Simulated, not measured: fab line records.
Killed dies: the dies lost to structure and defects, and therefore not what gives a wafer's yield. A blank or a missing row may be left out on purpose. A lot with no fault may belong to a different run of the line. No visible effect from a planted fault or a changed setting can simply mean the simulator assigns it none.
Problem report, 8D (eight disciplines) form, completed by code :: flow gf180mcu :: the parts of the form that need people (team, actions taken, sign-off) are left out

## 1. PROBLEM STATEMENT
At GF_V4_CD_MEAS_14, cd_nm averages 251.4 nm over 6 wafers from 2 lots, while fault-free wafers read 260.2 nm, standard deviation 1.2. That puts it -7.4 standard deviations away from the usual mean.
The step: target cd 260 nm.
Earliest sighting: wafer L144.3 on cd_sem-02 at day 27 14:55. Wafers with a number at this step in the record: 36, from 12 lots. Rule for "out" (also "out of limits"): further than 4 standard deviations from the usual mean. All remaining wafers that have a number are taken as sound.

## 2. WHAT IT IS, AND WHAT IT ISN'T
question: which readings at this step
is: cd_nm
is not: -

question: which lots
is: L144, L146
is not: L136, L139, L140, L141, L142, L154, L155, L156, L157, L158

question: which wafers of those lots
is: all that have a number
is not: -

question: read on which gauges
is: cd_sem-01, cd_sem-02
is not: -

question: when
is: from day 27 14:55
is not: up to then (15 sound wafers); but 15 sound wafers of L154, L155, L156, L157, L158 came after

## 3. SUSPECTS, AND WHAT RULES EACH OUT
Counting: a tool at a process step up to the reading stays a suspect if it ran every lot that is out and no sound lot after the first of them.
- the gauge at GF_V4_CD_MEAS_14 has been ruled out. Those wafers that are out were read across 2 gauges (cd_sem-01, cd_sem-02).
- litho_track-02 at GF_V4_PEB_12 (peb time 90 s): ruled out as a lasting fault. The sound lots L155, L157, L158 went through it after L144, its earliest lot that is out (day 27 14:35).
Left after counting: nothing in the record.

## 4. THE CAUSE (what the simulator had put in)
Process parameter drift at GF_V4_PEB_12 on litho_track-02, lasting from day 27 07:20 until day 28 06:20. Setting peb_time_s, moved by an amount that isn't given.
Counting ruled it out, wrongly: the rule takes a fault to strike every lot that its tool runs from its start on, and this one did not.

## 5. SEQUENCE OF EFFECTS, ordered by route
One row per reading whose mean, taken over the struck wafers that have a number, lies over 3 standard deviations from the usual. Only readings for which the record gives a usual standard deviation are gone through. hours: the time from each lot's start at the first step in this table that gives one to its start at this step, as a median over the lots. sigmas: the change in usual standard deviations.
hours: 0
step: GF_V4_PEB_12
reading: heater_power_total_W
usual: 85.70 W
on struck wafers: 93.84
change: +8.14
sigmas: +96

hours: 0
step: GF_V4_CD_MEAS_14
reading: cd_nm
usual: 260.2 nm
on struck wafers: 251.4
change: -8.8
sigmas: -7.4
Here are the process steps it includes:
- GF_V4_PEB_12: peb time 90 s.
At these later measuring or inspecting steps, every struck wafer for which the step has a row has a number for every such reading, and none has moved that far: GF_MIM_RS_MEAS_10.

## 6. HOW IT WOULD HAVE BEEN CAUGHT EARLIER
In this record the first reading out of limits at a measuring or inspecting step was taken at day 27 14:55, 8 hours after the fault began at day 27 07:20.
At GF_V4_PEB_12, the tool's own readings (heater_power_total_W) were out on each struck wafer the step has a row for, so an alarm limit on them would have fired on the first such wafer.
